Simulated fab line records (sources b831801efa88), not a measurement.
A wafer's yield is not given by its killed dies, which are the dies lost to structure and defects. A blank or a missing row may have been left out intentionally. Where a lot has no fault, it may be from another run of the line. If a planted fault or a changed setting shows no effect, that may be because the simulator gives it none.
A struck lot beside a sound one    flow sfq line    20 out of 325 route steps
Sound: these wafers, L431.1, L431.2, L431.6. Wafers L430.3, L430.4, L430.5 were the ones struck. The cause is given at the end.
Each step with rows lists, per side, the tool, then ch with its chambers, then its first start. Under that, the readings that differ: sound wafers    struck wafers    difference of the means    sigmas: that difference in standard deviations of wafers without a fault.
alike: words and numbers the same on both sides, and readings whose means are apart by under 2 such deviations; not compared: readings that were withheld, readings missing a value for some wafer, numbers with overlapping values and no deviation given by the record, and bounds like >300 which may hide the same value.
A row with sigmas, a row that says differs or no value, or rows on one side alone: a step with any of these is where the two part. Numbers that don't overlap but have no deviation are shown without sigmas and don't part them. A reading missing from all wafers of one side parts the sides only when that side holds two or more wafers.

first, 2 steps without rows for these wafers: SFQ_TRILAYER_L0_VIA_LITHO_PEB_016 (peb time 60 s); SFQ_TRILAYER_L0_VIA_LITHO_DEVELOP_015 (time 60 s).
SFQ_L0V_OVL_MEAS_903:
  sound: overlay-02 at day 8 00:55; struck: overlay-02 at day 7 20:07
  alike: L0V_OVL
then, 1 step without rows for these wafers: SFQ_TRILAYER_L0_VIA_BARC_OPEN_VIA_ETCH_021 (etches BARC in O2, target depth 125 nm, time 41.7 s).
SFQ_TRILAYER_L0_VIA_ETCH_VIA_ETCH_016: etches SiO2 in CHF3, stops on MoNx KI, target depth 80 nm.
  sound on rie diel-03 ch 1,2, day 8 00:59; struck on rie diel-03 ch 0,2,3, day 7 20:11
  alike: drypump motor current A, oes product au
SFQ_TRILAYER_L0_VIA_STRIP_STRIP_017: strips in O2.
  sound on rie metal-03 ch 0,1, day 8 01:02; struck on rie metal-04 ch 0,1, day 7 20:26
  alike: drypump motor current A, oes product au
  not compared: rf hours counter h
then, 2 steps without rows for these wafers: SFQ_TRILAYER_L0_VIA_STRIP_SOLV_CLEAN_018 (cleans in NMP, time 600 s); SFQ_TRILAYER_M0_DEP_PRE_CLEAN_020 (time 15 s).
SFQ_TRILAYER_M0_DEP_SPUTTER_019: material Nb, target thk 200 nm, time 133.3 s.
  sound: pvd sputter-03 at day 8 01:51; struck: pvd sputter-05 at day 7 21:02
  alike: throttle valve pct
SFQ_M0_RS_MEAS_904: the measuring method here is four-point-probe.
  sound: film metro-04 at day 8 01:56; struck: film metro-01 at day 7 21:10
  alike: M0_NB_RS
then, 1 step without rows for these wafers: SFQ_TRILAYER_M0_LITHO_COAT_026 (resist thk 62 nm).
SFQ_TRILAYER_M0_LITHO_COAT_021: resist thk 600 nm.
  sound on litho track-03 ch 0, day 8 02:25; struck on litho track-01 ch 0, day 7 21:42
reading                                              sound                 struck                difference  sigmas
spin speed rpm (rpm)                                 2999.3 3000.8 2999.5  2779.1 2782.1 2778.4  -220.0      -99 or more
model.KrF_of_TRILAYER_M0_LITHO_COAT_021.thk nm (nm)  600.3 601.8 602.3     620.5 619.8 620.3     +18.7       
then, 4 steps without rows for these wafers: SFQ_TRILAYER_M0_LITHO_SOFTBAKE_025; SFQ_TRILAYER_M0_LITHO_EXPOSE_022 (exposes mask M0, target cd 500 nm); SFQ_TRILAYER_M0_LITHO_PEB_024 (peb time 60 s); SFQ_TRILAYER_M0_LITHO_DEVELOP_023 (time 60 s).
-- the record jumps here: 4 days lie between the struck wafers' starts before and after --
SFQ_M0_OVL_MEAS_906:
  sound: overlay-01 at day 11 18:43; struck: overlay-02 at day 11 13:55
reading      sound   struck   difference  sigmas
M0_OVL (nm)  -3 1 1  10 10 9  +10         +2
SFQ_TRILAYER_M0_BARC_OPEN_METAL_ETCH_031: etches BARC in O2, target depth 125 nm, time 41.7 s.
  sound on rie metal-01 ch 0,1, day 11 18:44; struck on rie metal-02 ch 0,1, day 11 13:58
  alike: drypump motor current A, oes product au
  not compared: rf hours counter h
SFQ_TRILAYER_M0_ETCH_METAL_ETCH_024: etches Nb in Cl2/Ar, stops on SiO2, target depth 240 nm, time 120 s.
  sound on rie metal-01 ch 0,1, day 11 18:48; struck on rie metal-02 ch 0,1, day 11 14:03
reading                                              sound            struck           difference  sigmas
model.KrF_of_TRILAYER_M0_LITHO_COAT_021.thk nm (nm)  380.3 381.9 382  405.7 406 403.7  +23.7       
  alike: drypump motor current A, oes product au
  not compared: rf hours counter h
SFQ_TRILAYER_M0_STRIP_STRIP_025: strips in O2.
  sound on rie metal-01 ch 0,1, day 11 18:56; struck on rie metal-02 ch 0,1, day 11 14:20
  alike: drypump motor current A, oes product au
  not compared: rf hours counter h

== WHERE THEY PART ==
First at SFQ_TRILAYER_M0_LITHO_COAT_021; last, within this record, at SFQ_M0_OVL_MEAS_906. Later steps at which nothing parts them and some readings are alike: SFQ_TRILAYER_M0_BARC_OPEN_METAL_ETCH_031, SFQ_TRILAYER_M0_ETCH_METAL_ETCH_024, SFQ_TRILAYER_M0_STRIP_STRIP_025.

WHY: the cause the simulator had injected
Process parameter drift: litho track-01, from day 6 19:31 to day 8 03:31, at SFQ_TRILAYER_M0_LITHO_COAT_021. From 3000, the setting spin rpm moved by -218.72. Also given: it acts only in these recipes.
